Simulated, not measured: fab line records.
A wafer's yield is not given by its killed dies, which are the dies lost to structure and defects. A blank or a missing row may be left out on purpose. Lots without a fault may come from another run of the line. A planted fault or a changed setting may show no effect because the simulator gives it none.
Which tool did it? | flow sky130 | 34 wafers from 12 lots sampled at 5 of the route's 708 steps

== WHAT THE GAUGES SHOWED, per wafer ==
SKY_METAL1_OVL_MEAS_16.
lot  | measured     | on         | METAL1_OVL (nm)
L760 | day 32 20:03 | overlay-02 | -15 -12 -11
L762 | day 33 15:29 | overlay-02 | -7 -9 -10
L763 | day 33 19:03 | overlay-02 | -3 -1 4
L766 | day 34 22:30 | overlay-01 | -1 4 3
L768 | day 35 09:58 | overlay-02 | -11 -8
L769 | day 35 17:34 | overlay-01 | 0 -4
L777 | day 38 07:37 | overlay-01 | -19 -2 -17
L779 | day 38 21:52 | overlay-01 | 0 -4 2
L780 | day 39 05:04 | overlay-01 | -9 -17 -9
L781 | day 39 12:59 | overlay-02 | -10 6 -6
L782 | day 39 19:58 | overlay-01 | -10 -3 -13
L783 | day 40 06:43 | overlay-02 | -5 -3 -4

== TOOL THAT RAN EACH LOT (tool first, then ch and the chambers of the sampled wafers, then the start) ==
lot  | SKY_SPACER_ETCHBACK_02             | SKY_POLY_CUT_ETCH_10               | SKY_CONTACT_CMP_04            | SKY_CONTACT_ETCH_17
L760 | rie diel-02 ch 0,1,3, day 22 21:35 | rie diel-03 ch 1,2,3, day 24 03:46 | cmp-01 ch 1,3, day 30 11:04   | rie diel-03 ch 0,1, day 31 15:41
L762 | rie diel-02 ch 0,2, day 23 20:47   | rie diel-03 ch 0,2, day 25 03:10   | cmp-02 ch 0,3, day 31 06:28   | rie diel-03 ch 0,1,2, day 32 11:02
L763 | rie diel-03 ch 0,2,3, day 23 23:42 | rie diel-01 ch 1,2,3, day 25 05:56 | cmp-01 ch 0,2, day 31 10:31   | rie diel-03 ch 1,2, day 32 14:38
L766 | rie diel-04 ch 0,1,2, day 25 07:12 | rie diel-04 ch 0,2,3, day 26 12:47 | cmp-01 ch 0,2,3, day 32 14:52 | rie diel-03 ch 1,2,3, day 33 17:59
L768 | rie diel-03 ch 1,2, day 25 19:54   | rie diel-01 ch 2,3, day 27 01:26   | cmp-01 ch 2,3, day 33 03:10   | rie diel-03 ch 0,2, day 34 05:50
L769 | rie diel-02 ch 0,1, day 26 05:41   | rie diel-01 ch 2,3, day 27 11:31   | cmp-01 ch 1, day 33 11:08     | rie diel-02 ch 0,3, day 34 13:56
L777 | rie diel-03 ch 0,1, day 29 02:51   | rie diel-03 ch 1,2, day 30 07:04   | cmp-01 ch 0,2,3, day 36 02:32 | rie diel-01 ch 0,2,3, day 37 05:14
L779 | rie diel-02 ch 0,1,2, day 29 19:18 | rie diel-03 ch 0,2,3, day 30 23:43 | cmp-02 ch 1,3, day 36 16:56   | rie diel-01 ch 1,2,3, day 37 19:09
L780 | rie diel-02 ch 0,1,2, day 30 03:18 | rie diel-03 ch 0,1,3, day 31 07:08 | cmp-01 ch 1,2,3, day 37 00:12 | rie diel-03 ch 0,2,3, day 38 02:41
L781 | rie diel-02 ch 0,1, day 30 10:28   | rie diel-01 ch 0,1,3, day 31 14:46 | cmp-01 ch 0,3, day 37 08:07   | rie diel-01 ch 1,2,3, day 38 10:35
L782 | rie diel-04 ch 0,2,3, day 30 18:39 | rie diel-04 ch 0,3, day 31 22:28   | cmp-02 ch 1,3, day 37 15:33   | rie diel-01 ch 0,1,3, day 38 17:35
L783 | rie diel-02 ch 1,2, day 31 07:36   | rie diel-04 ch 1,3, day 32 11:26   | cmp-01 ch 1,2, day 38 02:34   | rie diel-02 ch 0,2, day 39 04:29
- SKY_SPACER_ETCHBACK_02: etches Si3N4 in CH3F/O2, stops on SiO2, time 46.7 s, target depth 45 nm.
- SKY_POLY_CUT_ETCH_10: etches BARC in N2/H2, stops on SiO2, time 45.9 s, target depth 60 nm.
- SKY_CONTACT_CMP_04: polishes SiO2.
- SKY_CONTACT_ETCH_17: etches SiO2 in C4F8/O2/Ar, stops on Si3N4, target depth 340 nm.

== AS READ BY THE TOOLS THEMSELVES (means over the sampled wafers that have a number; for cases with no such wafer, the mark the record gives instead) ==
SKY_SPACER_ETCHBACK_02.
lot  | tool        | drypump motor current A (A) | oes product au (a.u.) | throttle valve pct (%)
L760 | rie diel-02 | 5.6                         | 0.861                 | 10.560
L762 | rie diel-02 | 5.6                         | 0.843                 | 10.552
L763 | rie diel-03 | 5.5                         | 0.849                 | 10.562
L766 | rie diel-04 | 6.1                         | 0.858                 | 10.562
L768 | rie diel-03 | 5.8                         | 0.853                 | 10.555
L769 | rie diel-02 | 5.3                         | 0.859                 | 10.556
L777 | rie diel-03 | 5.9                         | 0.855                 | 10.562
L779 | rie diel-02 | 5.5                         | 0.852                 | 10.567
L780 | rie diel-02 | 5.5                         | 0.858                 | 10.561
L781 | rie diel-02 | 5.4                         | 0.862                 | 10.563
L782 | rie diel-04 | 6.0                         | 0.852                 | 10.558
L783 | rie diel-02 | 5.5                         | 0.854                 | 10.569

SKY_POLY_CUT_ETCH_10.
lot  | tool        | drypump motor current A (A) | oes product au (a.u.) | throttle valve pct (%)
L760 | rie diel-03 | 5.5                         | 0.849                 | 13.227
L762 | rie diel-03 | 6.0                         | 0.853                 | 13.216
L763 | rie diel-01 | 5.7                         | 0.854                 | 13.225
L766 | rie diel-04 | 6.0                         | 0.853                 | 13.235
L768 | rie diel-01 | 5.2                         | 0.861                 | 13.230
L769 | rie diel-01 | 5.3                         | 0.861                 | 13.226
L777 | rie diel-03 | 5.8                         | 0.855                 | 13.239
L779 | rie diel-03 | 5.5                         | 0.852                 | 13.227
L780 | rie diel-03 | 5.6                         | 0.855                 | 13.223
L781 | rie diel-01 | 5.7                         | 0.850                 | 13.226
L782 | rie diel-04 | 6.0                         | 0.861                 | 13.216
L783 | rie diel-04 | 6.1                         | 0.856                 | 13.226

SKY_CONTACT_CMP_04.
lot  | tool   | head pressure psi (psi) | motor current A (A) | time to endpoint s (s)
L760 | cmp-01 | 4.001                   | 11.1                | 80
L762 | cmp-02 | 3.996                   | 10.9                | 84
L763 | cmp-01 | 4.002                   | 11.2                | 80
L766 | cmp-01 | 4.010                   | 12.0                | 87
L768 | cmp-01 | 4.004                   | 12.6                | 104
L769 | cmp-01 | 4.011                   | 10.5                | 94
L777 | cmp-01 | 4.003                   | 12.2                | 83
L779 | cmp-02 | 4.002                   | 12.3                | 86
L780 | cmp-01 | 3.994                   | 11.9                | 83
L781 | cmp-01 | 4.000                   | 13.3                | 84
L782 | cmp-02 | 4.001                   | 12.1                | 85
L783 | cmp-01 | 3.999                   | 11.1                | 87

SKY_CONTACT_ETCH_17.
lot  | tool        | oes product au (a.u.)
L760 | rie diel-03 | 0.891
L762 | rie diel-03 | 0.888
L763 | rie diel-03 | 0.898
L766 | rie diel-03 | 0.926
L768 | rie diel-03 | 0.997
L769 | rie diel-02 | 0.944
L777 | rie diel-01 | 0.891
L779 | rie diel-01 | 0.895
L780 | rie diel-03 | 0.893
L781 | rie diel-01 | 0.894
L782 | rie diel-01 | 0.892
L783 | rie diel-02 | 0.895

== THE ANSWER, worked out from the rows above alone ==
Rule: usual is defined by the lots themselves. The widest of any qualifying gaps counts: lots, ordered by their means at a reading, are off when they make up no more than a third of the lots, leave a main group of 4 or more, and stand apart from it by 3 or more times the standard deviation of that group's means. A main group whose means are all the same, to the digits that the tables above print for the reading, isn't used. Also off: a lot with no number at a reading for which 4 or more lots have one. Any other lot the step has rows for is counted as sound. Order of review: gauges by route order, followed by the tools' own readings, for which a lot's mean as printed above is used. At the first step where some lot is off, the reading lying furthest off is the one used; lots without a number count as furthest.
Off: L766, L768, L769, at SKY_CONTACT_ETCH_17 (oes product au). The main group: mean 0.893 a.u., standard deviation 0.0027.
A tool fits if, at that step or a process step before it, it ran every lot that is off, and no sound lot after the first of them. No candidate that was tried fits.

== WHAT WAS PUT IN BY THE SIMULATOR ==
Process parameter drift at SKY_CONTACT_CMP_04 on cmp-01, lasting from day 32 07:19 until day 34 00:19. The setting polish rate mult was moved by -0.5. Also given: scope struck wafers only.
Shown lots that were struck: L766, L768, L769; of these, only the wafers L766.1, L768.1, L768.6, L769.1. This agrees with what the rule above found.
